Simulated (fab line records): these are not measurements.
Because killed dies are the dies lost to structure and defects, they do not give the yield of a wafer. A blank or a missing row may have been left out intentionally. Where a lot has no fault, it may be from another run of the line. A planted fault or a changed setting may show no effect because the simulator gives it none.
Which tool did it? + flow sfq-line + 7 lots with 21 wafers sampled at 3 steps, on a route of 325 steps

WHAT THE GAUGES READ, wafer by wafer
SFQ_I7_BOW_MEAS_946.
| lot  | measured     | on            | I7_BOW (um) |
|------|--------------|---------------|-------------|
| L587 | day 75 14:07 | film-metro-02 | 9 7 13      |
| L589 | day 75 23:22 | film-metro-04 | 11 16 4     |
| L591 | day 76 06:19 | film-metro-04 | -3 9 -3     |
| L598 | day 79 21:46 | film-metro-02 | 6 4 17      |
| L600 | day 81 06:56 | film-metro-02 | -8 1 -13    |
| L605 | day 83 22:48 | film-metro-02 | 0 -10 7     |
| L607 | day 84 03:00 | film-metro-02 | -3 -4 -1    |

TOOL THAT RAN EACH LOT (tool first, then ch and the chambers of the sampled wafers, then the start)
| lot  | SFQ_TRILAYER_I7_DEP_PECVD_183   | SFQ_TRILAYER_I7_CMP_CMP_184   |
|------|---------------------------------|-------------------------------|
| L587 | pecvd-04 ch 0,1, day 75 11:03   | cmp-02 ch 1,2,3, day 75 12:07 |
| L589 | pecvd-01 ch 1,2, day 75 20:17   | cmp-01 ch 1,3, day 75 20:21   |
| L591 | pecvd-04 ch 1,2, day 76 01:52   | cmp-02 ch 0,1,3, day 76 03:49 |
| L598 | pecvd-03 ch 0,1,2, day 79 06:07 | cmp-02 ch 0,1,3, day 79 19:45 |
| L600 | pecvd-01 ch 0,1,2, day 80 08:30 | cmp-01 ch 0,1,2, day 81 05:22 |
| L605 | pecvd-04 ch 0,1,2, day 83 19:43 | cmp-01 ch 0,1,3, day 83 19:48 |
| L607 | pecvd-03 ch 0,1, day 83 22:52   | cmp-02 ch 1,2,3, day 83 23:59 |
- SFQ_TRILAYER_I7_DEP_PECVD_183: deposits SiO2 from SiH4/N2O, time 111.11 s, target thk 500 nm.
- SFQ_TRILAYER_I7_CMP_CMP_184: polishes SiO2.

THE ANSWER, worked out from the rows above alone
Rule: usual is defined by the lots themselves. The widest of any qualifying gaps counts: lots, ordered by their means at a reading, are off when they make up no more than a third of the lots, leave a main group of 4 or more, and stand apart from it by 3 or more times the standard deviation of that group's means. The tables above print the reading to a certain number of digits; a main group whose means all agree to those digits is not used. A lot without any number at a reading at which 4 lots or more have one is off too. All remaining lots with rows at the step are treated as sound.
Nothing can be told from this: no lot is off at any reading shown.

WHAT THE SIMULATOR HAD PUT IN
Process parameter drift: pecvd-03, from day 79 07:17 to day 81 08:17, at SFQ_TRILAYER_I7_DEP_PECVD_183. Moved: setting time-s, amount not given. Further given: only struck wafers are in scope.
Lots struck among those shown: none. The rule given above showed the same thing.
